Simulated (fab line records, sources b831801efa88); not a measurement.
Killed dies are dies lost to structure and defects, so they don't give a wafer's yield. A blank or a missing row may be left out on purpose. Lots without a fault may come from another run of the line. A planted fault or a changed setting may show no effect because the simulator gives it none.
Chamber matching | flow gf180mcu | GF_STI_CMP_25 on cmp-01: 4 sister chambers
The step polishes, stops on Si3N4, t overpolish 33 s, target thk 524.6 nm. 16 wafers are shown with their chamber, then 7 later ones without.

WAFERS WITH THEIR CHAMBER
wafer  | chamber | motor_current_A (A) | slurry_flow_ml_min | time_to_endpoint_s (s)
L541.1 | 1       | 10.9                | 150.4              | 123
L541.2 | 0       | 10.8                | 150.5              | 128
L541.6 | 1       | 11.1                | 150.1              | 123
L542.2 | 1       | 11.3                | 149.9              | 125
L542.3 | 0       | 10.9                | 150.3              | 134
L542.4 | 3       | 12.7                | 149.4              | 128
L547.1 | 2       | 10.9                | 149.7              | 135
L547.2 | 3       | 13.5                | 149.7              | 134
L547.3 | 1       | 11.2                | 149.3              | 129
L548.3 | 1       | 10.8                | 150.2              | 128
L548.5 | 2       | 10.6                | 149.7              | 131
L548.6 | 1       | 9.9                 | 149.9              | 130
L551.3 | 2       | 10.8                | 150.8              | 129
L551.5 | 1       | 11.0                | 149.5              | 128
L551.6 | 0       | 11.2                | 149.7              | 127
L552.1 | 2       | 10.4                | 149.7              | 129

SIGNATURES (means of the wafers above)
reading            | chamber 0 | chamber 1 | chamber 2 | chamber 3 | scatter within a chamber
motor_current_A    | 10.967    | 10.886    | 10.675    | 13.100    | 0.394
slurry_flow_ml_min | 150.167   | 149.900   | 149.975   | 149.550   | 0.428
time_to_endpoint_s | 129.67    | 126.57    | 131.00    | 131.00    | 3.17
Rule: a wafer's distance from a chamber is the root of the sum, over the readings, of the square of ((its reading less the chamber's mean) divided by the reading's scatter). The wafer belongs to the nearest chamber; if the next one is less than 2 further off, it can't be placed. The scatter: the root of (the sum of the squares of (reading less its chamber's mean) over the shown wafers, divided by (wafers less chambers)).

WAFERS WITHOUT THEIR CHAMBER
wafer  | motor_current_A (A) | slurry_flow_ml_min | time_to_endpoint_s (s)
L552.2 | 10.9                | 149.3              | 125
L552.6 | 11.5                | 149.7              | 126
L558.1 | 10.8                | 150.5              | 129
L559.4 | 11.8                | 150.0              | 122
L559.5 | 10.7                | 150.2              | 123
L563.2 | 11.3                | 150.2              | 132
L563.5 | 10.3                | 150.2              | 126

WHICH CHAMBER EACH WENT THROUGH
wafer  | from the rows above               | in truth
L552.2 | can't be placed: 1 or 0 or 2      | 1
L552.6 | can't be placed: 1 or 0 or 2      | 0
L558.1 | can't be placed: 0 or 2 or 1      | 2
L559.4 | can't be placed: 1 or 0 or 2 or 3 | 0
L559.5 | can't be placed: 1 or 0 or 2      | 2
L563.2 | can't be placed: 0 or 2 or 1      | 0
L563.5 | can't be placed: 1 or 2 or 0      | 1
Placed correctly: 0 of 7. Can't be placed from these rows: 7 (the true chamber is among the candidates in 7). Placed wrongly: 0.
